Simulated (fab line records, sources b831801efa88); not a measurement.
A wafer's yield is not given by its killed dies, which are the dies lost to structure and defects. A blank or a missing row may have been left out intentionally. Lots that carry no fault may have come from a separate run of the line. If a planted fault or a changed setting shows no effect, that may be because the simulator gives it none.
fab line records	flow sky130
record: lots: 6	wafers: 18	last_day: 50
route steps=708 shown METAL2@485 PAD_OPEN@708
lots untouched by any fault: they come from a run of this same line in which no faults occurred
start_h: hours from the record's first day to the start of the lot's first wafer shown	wait_h: how many hours have passed since the lot's step before this one	" repeats the value in the row above	L1.1+2: one row covering several wafers at once	- no value, or no start given	* or withheld: withheld	< > ~ a bound
route shown NAME@n: names a module that has steps shown in the file, with the first one's number in the route	usual: average and standard deviation across the fault-free wafers	same: alike in all rows	chamber/n: place in a boat	sites: the reading at each site	_std_site: standard deviation of those values	_edge_site: the outer-site mean with the inner-site mean subtracted	radius_mm: for every site, how far away it sits from the centre of the wafer	mask NAME#n: copy n	behind: tool/chamber where the wafer was last shaped	hold: the reason the lot was held/the length of the hold in hours/how it ended	device: the n, p or np transistor that did not switch	end of line: tests run on the same wafers once the route is complete	a step without rows: its recipe alone	killed: the dies lost at the first sort to structure and to defects; this is not the yield of the wafer	map: a wafer's dies, marking killed ones x, the rest . and places with no die _
set.NAME: the setting that was run; set.NAME@STEP: the one run at that earlier step	model.NAME: the simulator's own value behind a step, which no gauge read
lots seen at some steps along the route; tables by step, rows by wafer
services: when a tool's chamber went out of use (start_h, in hours from the record's first day, below 0 if earlier), for how many hours, and the reason
== steps ==
step: SKY_METAL2_SPUTTER_02
recipe: material: AlCu	target_thk_nm: 250	power_w: 10600	time_s: 13.3	chamber_pressure_pa: 0.4
usual: throttle_valve_pct: 30.3/1.2
lot.wafer	tool	chamber	start_h	wait_h	throttle_valve_pct
L496.2	pvd_sputter-04	-	839.88	0.0	28.8
L496.4	"	-	"	"	32.0
L496.6	"	-	"	"	31.0
L502.1	pvd_sputter-01	-	850.19	0.0	30.7
L502.2	"	-	"	"	29.5
L502.4	"	-	"	"	30.2
L504.1	pvd_sputter-03	-	864.68	0.0	28.4
L504.2	"	-	"	"	29.4
L504.6	"	-	"	"	30.0
L511.4	pvd_sputter-03	-	912.42	0.0	29.3
L511.5	"	-	"	"	31.8
L511.6	"	-	"	"	28.4
L514.2	pvd_sputter-04	-	932.50	0.0	28.3
L514.3	"	-	"	"	31.9
L514.5	"	-	"	"	28.6
L518.2	pvd_sputter-03	-	959.07	0.0	30.0
L518.5	"	-	"	"	29.6
L518.6	"	-	"	"	29.1
step: SKY_METAL2_SPUTTER_03
recipe: material: Ti	target_thk_nm: 5	power_w: 3000	time_s: 3.3	chamber_pressure_pa: 0.4
usual: throttle_valve_pct: 30.3/1.2
lot.wafer	tool	chamber	start_h	wait_h	throttle_valve_pct
L496.2	pvd_sputter-04	-	839.90	0.0	28.9
L496.4	"	-	"	"	31.8
L496.6	"	-	"	"	30.9
L502.1	pvd_sputter-01	-	850.22	0.0	30.6
L502.2	"	-	"	"	29.7
L502.4	"	-	"	"	30.5
L504.1	pvd_sputter-03	-	864.70	0.0	28.3
L504.2	"	-	"	"	29.1
L504.6	"	-	"	"	29.9
L511.4	pvd_sputter-03	-	912.44	0.0	29.4
L511.5	"	-	"	"	32.0
L511.6	"	-	"	"	28.3
L514.2	pvd_sputter-04	-	932.53	0.0	28.5
L514.3	"	-	"	"	31.7
L514.5	"	-	"	"	28.5
L518.2	pvd_sputter-03	-	959.10	0.0	30.0
L518.5	"	-	"	"	29.4
L518.6	"	-	"	"	29.4
step: SKY_METAL2_SPUTTER_04
recipe: material: TiN	target_thk_nm: 70	power_w: 6500	time_s: 56.74	chamber_pressure_pa: 0.4
usual: throttle_valve_pct: 30.3/1.2
lot.wafer	tool	chamber	start_h	wait_h	throttle_valve_pct
L496.2	pvd_sputter-04	-	839.92	0.0	28.6
L496.4	"	-	"	"	31.5
L496.6	"	-	"	"	31.0
L502.1	pvd_sputter-01	-	850.24	0.0	31.0
L502.2	"	-	"	"	29.7
L502.4	"	-	"	"	30.6
L504.1	pvd_sputter-03	-	864.72	0.0	28.1
L504.2	"	-	"	"	29.3
L504.6	"	-	"	"	29.9
L511.4	pvd_sputter-03	-	912.46	0.0	29.1
L511.5	"	-	"	"	31.9
L511.6	"	-	"	"	28.2
L514.2	pvd_sputter-04	-	932.55	0.0	28.5
L514.3	"	-	"	"	31.6
L514.5	"	-	"	"	28.8
L518.2	pvd_sputter-03	-	959.11	0.0	30.1
L518.5	"	-	"	"	30.1
L518.6	"	-	"	"	29.2
step: SKY_METAL2_RS_MEAS_05
recipe: thk_meas_gauge: four-point-probe	reads: TiN_of_METAL2_SPUTTER_04+Ti_of_METAL2_SPUTTER_03+AlCu_of_METAL2_SPUTTER_02+TiN_of_METAL2_SPUTTER_01+Ti_of_METAL2_SPUTTER_00
usual: METAL2_ALCU_RS: 0.1264/0.0013
lot.wafer	tool	chamber	start_h	wait_h	METAL2_ALCU_RS[ohm/sq]
L496.2	film_metro-04	-	839.99	0.0	0.1247
L496.4	"	-	"	"	0.1252
L496.6	"	-	"	"	0.1248
L502.1	film_metro-02	-	850.29	0.0	0.1256
L502.2	"	-	"	"	0.1252
L502.4	"	-	"	"	0.1270
L504.1	film_metro-03	-	864.77	0.0	0.1275
L504.2	"	-	"	"	0.1280
L504.6	"	-	"	"	0.1293
L511.4	film_metro-02	-	912.57	0.1	0.1261
L511.5	"	-	"	"	0.1270
L511.6	"	-	"	"	0.1265
L514.2	film_metro-03	-	932.62	0.0	0.1271
L514.3	"	-	"	"	0.1242
L514.5	"	-	"	"	0.1239
L518.2	film_metro-04	-	959.18	0.0	0.1280
L518.5	"	-	"	"	0.1281
L518.6	"	-	"	"	0.1275
step: SKY_METAL2_THK_MEAS_06
recipe: thk_meas_gauge: xrf	reads: AlCu_of_METAL2_SPUTTER_02
usual: METAL2_ALCU_THK: 246.9/2.6
lot.wafer	tool	chamber	start_h	wait_h	METAL2_ALCU_THK[nm]
L496.2	film_metro-04	-	840.10	0.1	249.6
L496.4	"	-	"	"	248.8
L496.6	"	-	"	"	248.8
L502.1	film_metro-02	-	850.41	0.1	248.2
L502.2	"	-	"	"	249.9
L502.4	"	-	"	"	244.6
L504.1	film_metro-03	-	864.89	0.1	243.5
L504.2	"	-	"	"	243.6
L504.6	"	-	"	"	240.8
L511.4	film_metro-02	-	912.66	0.1	247.3
L511.5	"	-	"	"	245.6
L511.6	"	-	"	"	245.4
L514.2	film_metro-03	-	932.73	0.1	246.1
L514.3	"	-	"	"	249.4
L514.5	"	-	"	"	251.0
L518.2	film_metro-04	-	959.29	0.1	245.4
L518.5	"	-	"	"	245.6
L518.6	"	-	"	"	247.0
step: SKY_METAL2_DEHYDRATE_07
recipe: temp_c: 200	time_s: 60
step: SKY_METAL2_HMDS_08
recipe: prime_time_s: 60	prime_temp_c: 120
step: SKY_METAL2_COAT_09
recipe: resist: BARC	temp_c: withheld	time_s: withheld	spin_rpm: 3000	resist_thk_nm: 60
step: SKY_METAL2_COAT_10
recipe: resist: KrF-thick	spin_rpm: 3000	resist_thk_nm: 450
step: SKY_METAL2_SOFTBAKE_11
recipe: temp_c: 98.89	time_s: 90	resist: KrF-thick
step: SKY_METAL2_EXPOSE_12
recipe: mask_id: MM2	na: 0.8	source_shape: annular	sigma_inner: 0.55	sigma_outer: 0.85	target_cd_nm: 140	dose_mj: 28
step: SKY_METAL2_PEB_13
recipe: peb_temp_c: withheld	peb_time_s: withheld	resist: KrF-thick
step: SKY_METAL2_DEVELOP_14
recipe: develop_time_s: 60	resist: KrF-thick	dev_temp_c: 21
usual: developer_temp_C: 21.01/0.1
lot.wafer	tool	chamber	start_h	wait_h	developer_temp_C
L496.2	litho_track-02	0	865	-	20.85
L496.4	"	0	"	"	21.15
L496.6	"	0	866	-	21.05
L502.1	litho_track-04	0	875	-	21.73
L502.2	"	0	"	"	21.83
L502.4	"	0	"	"	21.92
L504.1	litho_track-04	0	890	-	21.77
L504.2	"	0	"	"	21.85
L504.6	"	0	"	"	21.92
L511.4	litho_track-02	0	936	-	20.81
L511.5	"	0	"	"	20.94
L511.6	"	0	"	"	21.11
L514.2	litho_track-04	0	956	-	21.02
L514.3	"	0	"	"	20.99
L514.5	"	0	"	"	20.88
L518.2	litho_track-02	0	983	-	21.05
L518.5	"	0	"	"	21.01
L518.6	"	0	"	"	21.00
step: SKY_METAL2_CD_MEAS_15
recipe: target_cd_nm: 140
usual: cd_nm: 139.8/1.3
lot.wafer	tool	chamber	start_h	wait_h	cd_nm
L496.2	cd_sem-02	-	866.06	-	139.1
L496.4	"	-	"	"	139.0
L496.6	"	-	"	"	139.5
L502.1	cd_sem-02	-	875.39	-	138.9
L502.2	"	-	"	"	137.6
L502.4	"	-	"	"	138.5
L504.1	cd_sem-02	-	890.64	-	140.1
L504.2	"	-	"	"	137.9
L504.6	"	-	"	"	139.2
L511.4	cd_sem-02	-	936.75	-	140.0
L511.5	"	-	"	"	138.7
L511.6	"	-	"	"	141.2
L514.2	cd_sem-01	-	957.06	-	139.8
L514.3	"	-	"	"	140.7
L514.5	"	-	"	"	138.5
L518.2	cd_sem-01	-	983.76	-	140.1
L518.5	"	-	"	"	140.3
L518.6	"	-	"	"	141.1
step: SKY_PAD_OPEN_PROBE_99
usual: defect_limited_yield: 82.2/1.9	killed_at_M0_to_M3: 44/6.7	killed_at_M4_up: 3.1/1.8	killed_at_contacts: 24/5.1	killed_at_front_end: 16/4.7	killed_at_other: 0.3/0.59	killed_dies: 88/9.6	killed_open: 48/7.3	killed_short: 39/6.5	sort_bin_3_pad_short: 0.9/0.43	sort_bin_5_function: 10.6/1.6	sort_bin_6_memory: 6.3/1.1	sort_n_pass: 404/9.6	sort_yield_pct: 82.2/1.9
same: gross_dies: 492	killed_at_back_side: 0	sort_bin_4_leakage[%]: 0	sort_bin_8_speed[%]: 0
lot.wafer	tool	chamber	start_h	wait_h	defect_limited_yield[%]	killed_at_M0_to_M3	killed_at_M4_up	killed_at_contacts	killed_at_front_end	killed_at_other	killed_dies	killed_open	killed_short	sort_bin_3_pad_short[%]	sort_bin_5_function[%]	sort_bin_6_memory[%]	sort_n_pass	sort_yield_pct[%]
L496.2	prober-02	-	1112.93	0.1	81.9	45	2	30	12	0	89	57	32	1.0	10.6	6.5	403	81.9
L496.4	prober-02	-	1113.03	0.2	84.1	34	5	26	12	1	78	42	35	1.0	9.3	5.5	414	84.1
L496.6	prober-02	-	1113.13	0.2	82.5	44	1	27	14	0	86	47	39	1.0	12.6	3.9	406	82.5
L502.1	prober-02	-	1117.15	0.1	87.2	39	3	18	3	0	63	35	27	1.2	7.3	4.3	429	87.2
L502.2	prober-02	-	1117.20	0.1	83.3	33	4	26	19	0	82	39	40	1.4	9.1	6.1	410	83.3
L502.4	prober-02	-	1117.30	0.2	85.2	42	3	20	8	0	73	42	30	1.0	8.3	5.5	419	85.2
L504.2	prober-01	-	1131.32	0.1	80.5	48	1	29	18	0	96	52	43	1.4	11.6	6.5	396	80.5
L504.6	prober-01	-	1131.52	0.2	82.5	41	2	26	17	0	86	49	37	1.4	10.4	5.7	406	82.5
L511.4	prober-02	-	1164.67	0.2	83.7	42	1	19	17	1	80	30	49	2.2	9.3	4.7	412	83.7
L511.5	prober-02	-	1164.72	0.2	83.7	45	1	19	14	1	80	41	38	0.8	7.9	7.5	412	83.7
L511.6	prober-02	-	1164.77	0.2	85.0	32	5	14	22	1	74	39	34	1.0	8.5	5.5	418	85.0
L514.2	prober-01	-	1179.96	0.1	85.2	40	3	22	8	0	73	53	20	0.2	7.9	6.7	419	85.2
L514.3	prober-01	-	1180.01	0.2	82.9	39	3	28	14	0	84	37	47	1.6	10.2	5.3	408	82.9
L514.5	prober-01	-	1180.11	0.2	85.2	38	0	19	15	1	73	46	27	0.6	8.5	5.7	419	85.2
L518.2	prober-01	-	1198.56	0.1	81.7	36	4	30	19	1	90	50	38	1.4	11.2	5.7	402	81.7
L518.5	prober-01	-	1198.71	0.2	83.7	37	5	26	11	1	80	42	37	0.6	10.6	5.1	412	83.7
L518.6	prober-01	-	1198.76	0.2	83.9	42	3	21	13	0	79	33	45	0.8	9.3	5.9	413	83.9
killed by level:class
L496.2 CONTACT:geometric_particle:open=18 VIA3:geometric_particle:open=11 VIA1:geometric_particle:open=10 CONTACT:geometric_particle:short=8 VIA1:geometric_particle:short=7 METAL2:geometric_particle:short=7 VIA2:geometric_particle:open=5 LI_CONTACT:geometric_particle:open=4
L496.4 CONTACT:geometric_particle:open=15 VIA1:geometric_particle:open=8 METAL2:geometric_particle:short=7 CONTACT:geometric_particle:short=6 FIELD_ISO:geometric_particle:open=5 VIA3:geometric_particle:open=5 VIA1:geometric_particle:short=5 FIELD_ISO:geometric_particle:short=4
L496.6 CONTACT:geometric_particle:open=14 VIA1:geometric_particle:open=9 METAL2:geometric_particle:short=9 CONTACT:geometric_particle:short=6 VIA2:geometric_particle:open=6 FIELD_ISO:geometric_particle:short=5 LI_CONTACT:geometric_particle:open=5 VIA3:geometric_particle:open=4
L502.1 CONTACT:geometric_particle:open=9 VIA2:geometric_particle:open=8 VIA1:geometric_particle:short=7 METAL1:geometric_particle:short=7 VIA1:geometric_particle:open=7 LI_CONTACT:geometric_particle:open=4 VIA2:geometric_particle:short=3 VIA3:geometric_particle:open=3
L502.2 LI_CONTACT:geometric_particle:open=11 VIA1:geometric_particle:open=8 FIELD_ISO:geometric_particle:short=7 CONTACT:geometric_particle:open=7 METAL2:geometric_particle:short=7 CONTACT:geometric_particle:short=5 VIA1:geometric_particle:short=5 VIA3:geometric_particle:open=5
L502.4 VIA2:geometric_particle:open=10 VIA1:geometric_particle:open=9 LI_CONTACT:geometric_particle:open=8 CONTACT:geometric_particle:open=5 VIA3:geometric_particle:open=5 METAL1:geometric_particle:short=4 METAL2:geometric_particle:short=4 FIELD_ISO:geometric_particle:short=3
L504.2 VIA1:geometric_particle:open=14 CONTACT:geometric_particle:open=10 LI_CONTACT:geometric_particle:open=8 METAL2:geometric_particle:short=8 LOCAL_INTERCONNECT:geometric_particle:short=6 POLY_GATE:geometric_particle:short=5 VIA3:geometric_particle:open=5 FIELD_ISO:geometric_particle:short=4
L504.6 CONTACT:geometric_particle:open=14 VIA1:geometric_particle:open=11 METAL2:geometric_particle:short=7 METAL1:geometric_particle:short=5 LI_CONTACT:geometric_particle:open=4 VIA2:geometric_particle:open=4 VIA3:geometric_particle:open=4 FIELD_ISO:geometric_particle:open=3
L511.4 VIA2:geometric_particle:short=8 CONTACT:geometric_particle:short=6 CONTACT:geometric_particle:open=6 METAL2:geometric_particle:short=6 VIA1:geometric_particle:short=5 VIA1:geometric_particle:open=5 SONOS_ONO:geometric_particle:short=4 METAL1:geometric_particle:short=4
L511.5 LI_CONTACT:geometric_particle:open=7 METAL1:geometric_particle:open=6 VIA1:geometric_particle:open=6 CONTACT:geometric_particle:open=5 SPACER:geometric_particle:short=5 METAL1:geometric_particle:short=5 VIA1:geometric_particle:short=5 VIA2:geometric_particle:open=5
L511.6 FIELD_ISO:geometric_particle:open=7 VIA1:geometric_particle:open=7 FIELD_ISO:geometric_particle:short=6 CONTACT:geometric_particle:open=6 VIA1:geometric_particle:short=5 VIA3:geometric_particle:open=5 VIA2:geometric_particle:open=5 VIA3:geometric_particle:short=4
L514.2 VIA2:geometric_particle:open=13 VIA1:geometric_particle:open=9 VIA3:geometric_particle:open=9 LI_CONTACT:geometric_particle:open=7 CONTACT:geometric_particle:open=6 CONTACT:geometric_particle:short=4 LOCAL_INTERCONNECT:geometric_particle:open=3 METAL2:geometric_particle:short=3
L514.3 LI_CONTACT:geometric_particle:open=8 VIA3:geometric_particle:short=8 VIA1:geometric_particle:open=7 CONTACT:geometric_particle:short=6 CONTACT:geometric_particle:open=6 METAL1:geometric_particle:short=6 LOCAL_INTERCONNECT:geometric_particle:short=5 VIA3:geometric_particle:open=5
L514.5 VIA1:geometric_particle:open=11 VIA2:geometric_particle:open=10 CONTACT:geometric_particle:open=8 POLY_GATE:geometric_particle:short=5 VIA3:geometric_particle:open=5 POLY_GATE:geometric_particle:open=4 LI_CONTACT:geometric_particle:open=4 CONTACT:geometric_particle:short=3
L518.2 LI_CONTACT:geometric_particle:open=10 CONTACT:geometric_particle:short=8 VIA3:geometric_particle:open=8 VIA1:geometric_particle:open=7 VIA2:geometric_particle:open=7 CONTACT:geometric_particle:open=6 METAL2:geometric_particle:short=6 POLY_GATE:geometric_particle:open=5
L518.5 LI_CONTACT:geometric_particle:open=9 CONTACT:geometric_particle:open=7 VIA3:geometric_particle:open=6 METAL1:geometric_particle:short=6 VIA1:geometric_particle:open=6 VIA2:geometric_particle:short=5 LI_CONTACT:geometric_particle:short=4 CONTACT:geometric_particle:short=4
L518.6 METAL1:geometric_particle:short=9 VIA1:geometric_particle:open=8 FIELD_ISO:geometric_particle:short=5 LOCAL_INTERCONNECT:geometric_particle:short=5 CONTACT:geometric_particle:short=5 VIA2:geometric_particle:open=5 VIA3:geometric_particle:open=5 LI_CONTACT:geometric_particle:open=4
== services ==
tool	chamber	start_h	hours	kind
pvd_sputter-01	-	849.05	0.9	repair
pvd_sputter-04	-	862.47	0.6	repair
pvd_sputter-03	-	883.22	1.0	repair
pvd_sputter-04	-	919.20	0.9	repair
pvd_sputter-03	-	939.55	3.3	repair
== key ==
first_sign: step: SKY_METAL2_DEVELOP_14	reading: developer_temp_C	direction: up	sigmas: 7.9	usual: *	struck: *
effect none on later readings
met_at SKY_METAL2_DEVELOP_14
struck_wafers L502.1,L502.2,L502.4,L504.1,L504.2,L504.6
rows_end L504.1
fault: kind: process_parameter_drift	tool: litho_track-04	chamber: -	onset_h: 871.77	steps: SKY_METAL2_DEVELOP_14	channel: dev_temp_c	offset: *	shape: step	end_h: 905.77	acts_in: *	stated: *
rows_end: these wafers met a further fault down the route, and their rows from its step on are left out
